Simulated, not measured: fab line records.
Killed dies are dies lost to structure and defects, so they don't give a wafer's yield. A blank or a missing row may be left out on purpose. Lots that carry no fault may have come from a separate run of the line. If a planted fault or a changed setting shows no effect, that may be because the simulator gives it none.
Which tool was responsible? | flow sky130 | Sampling: 6 lots, 18 wafers, 3 of 708 route steps

WHAT THE GAUGES SHOWED, per wafer
SKY_SONOS_TUNNEL_TW_MEAS_12.
lot  | measured     | on            | SONOS_TUNNEL_TW
L341 | day 12 01:11 | film_metro-03 | 198.5 198.7 197.6
L345 | day 13 23:02 | film_metro-01 | 198.7 198.9 197.7
L348 | day 14 20:20 | film_metro-02 | 198.8 197.1 197.9
L354 | day 16 12:05 | film_metro-01 | 30.1 30.2 30.2 30.2 30.1 30.0
L356 | day 17 05:43 | film_metro-03 | 200.4 201.2 199.1
L361 | day 19 15:00 | film_metro-02 | 196.4 196.6 197.7

WHICH TOOL RAN EACH LOT (tool, then ch and the chambers of the sampled wafers, then the start)
lot  | SKY_VT_ADJUST_LVTN_STRIP_09          | SKY_VT_ADJUST_PCH_STRIP_09
L341 | plasma_asher-04 ch 0,1, day 7 12:36  | plasma_asher-04 ch 0,1, day 11 01:19
L345 | plasma_asher-03 ch 0,1, day 8 23:59  | plasma_asher-02 ch 0,1, day 12 20:17
L348 | plasma_asher-04 ch 0,1, day 9 17:04  | plasma_asher-04 ch 0,1, day 13 17:30
L354 | plasma_asher-03 ch 0,1, day 11 01:18 | plasma_asher-04 ch 0,1, day 15 07:05
L356 | plasma_asher-04 ch 0,1, day 11 14:56 | plasma_asher-02 ch 0,1, day 16 00:59
L361 | plasma_asher-01 ch 0,1, day 13 14:05 | plasma_asher-02 ch 0,1, day 18 07:17
- SKY_VT_ADJUST_LVTN_STRIP_09: strips in O2/N2.
- SKY_VT_ADJUST_PCH_STRIP_09: strips in O2/N2.

THE ANSWER, worked out from the rows above alone
Rule: what is usual is taken from the lots themselves. Put in order of their means at a reading, lots are off if they are a third of the lots or fewer, leave a main group of 4 or more, and stand apart from it by a gap of 3 or more times the standard deviation of the main group's means; of several such gaps the widest counts. A main group is skipped when, at the precision printed for the reading in the tables above, its means are all equal. Also off: a lot with no number at a reading for which 4 or more lots have one. Where the step has rows for the other lots, those lots are counted as sound.
Off: at SKY_SONOS_TUNNEL_TW_MEAS_12 (SONOS_TUNNEL_TW), L354. Mean 198.4 and standard deviation 1.1 in the main group.
A tool fits if, at a process step before that reading, it ran every lot that is off, and no sound lot after the first of them. Gauges at SKY_SONOS_TUNNEL_TW_MEAS_12: tried the same way as those tools. Can't be told from this: 3 tools fit, plasma_asher-03 at SKY_VT_ADJUST_LVTN_STRIP_09, plasma_asher-04 at SKY_VT_ADJUST_PCH_STRIP_09, film_metro-01 at SKY_SONOS_TUNNEL_TW_MEAS_12.

WHAT THE SIMULATOR HAD PUT IN
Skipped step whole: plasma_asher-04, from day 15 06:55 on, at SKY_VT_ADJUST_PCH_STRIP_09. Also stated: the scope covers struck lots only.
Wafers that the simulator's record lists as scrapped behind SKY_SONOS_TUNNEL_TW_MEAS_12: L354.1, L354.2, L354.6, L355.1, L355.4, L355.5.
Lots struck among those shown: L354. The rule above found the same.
